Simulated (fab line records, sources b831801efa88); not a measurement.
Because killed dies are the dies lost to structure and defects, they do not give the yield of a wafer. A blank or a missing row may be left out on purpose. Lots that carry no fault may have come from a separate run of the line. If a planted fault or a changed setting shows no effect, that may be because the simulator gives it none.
Matching of chambers + flow gf180mcu + GF_STI_CMP_25 on cmp-01: 4 sister chambers
The step polishes, stops on Si3N4, t overpolish 33 s, target thk 524.6 nm. 7 wafers are shown with their chamber, then 7 later ones without.

== WAFERS PAIRED WITH THEIR CHAMBERS ==
| wafer  | chamber | motor-current-A (A) | time-to-endpoint-s (s) |
|--------|---------|---------------------|------------------------|
| L108.1 | 1       | 13.3                | 123                    |
| L111.4 | 2       | 13.7                | 126                    |
| L111.5 | 3       | 12.7                | 118                    |
| L113.1 | 1       | 13.2                | 121                    |
| L113.5 | 0       | 11.8                | 125                    |
| L116.1 | 0       | 11.3                | 123                    |
| L116.5 | 2       | 14.5                | 123                    |

== WAFERS WITHOUT THEIR CHAMBER ==
| wafer  | motor-current-A (A) | time-to-endpoint-s (s) |
|--------|---------------------|------------------------|
| L116.6 | 12.6                | 116                    |
| L117.1 | 13.1                | 116                    |
| L117.2 | 11.8                | 119                    |
| L117.4 | 13.8                | 126                    |
| L119.2 | 13.9                | 127                    |
| L119.4 | 11.1                | 121                    |
| L119.6 | 12.2                | 119                    |

== EACH ONE'S CHAMBER ==
| wafer  | from the rows above          | in truth                   |
|--------|------------------------------|----------------------------|
| L116.6 | 3                            | 3                          |
| L117.1 | 3                            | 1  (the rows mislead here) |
| L117.2 | can't be placed: 3 or 0 or 1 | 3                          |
| L117.4 | can't be placed: 2 or 1      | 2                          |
| L119.2 | can't be placed: 2 or 1      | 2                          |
| L119.4 | 0                            | 0                          |
| L119.6 | can't be placed: 3 or 1 or 0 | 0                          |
Correctly placed: 2 of 7. From these rows, 4 cannot be placed; in 4 the true chamber is one of the candidates. 1 placed wrongly.
How it was worked out, from the rows above alone: a wafer's distance from a chamber is the root of the sum, over the readings, of the square of ((its reading less the chamber's mean) divided by the reading's scatter). The wafer belongs to the nearest chamber; if the next one is less than 2 further off, it can't be placed. For every chamber, the mean is computed from those of its wafers that are shown. The scatter is the square root of a quotient: the sum, over the shown wafers, of each reading's squared deviation from its chamber's mean, divided by wafers minus chambers.
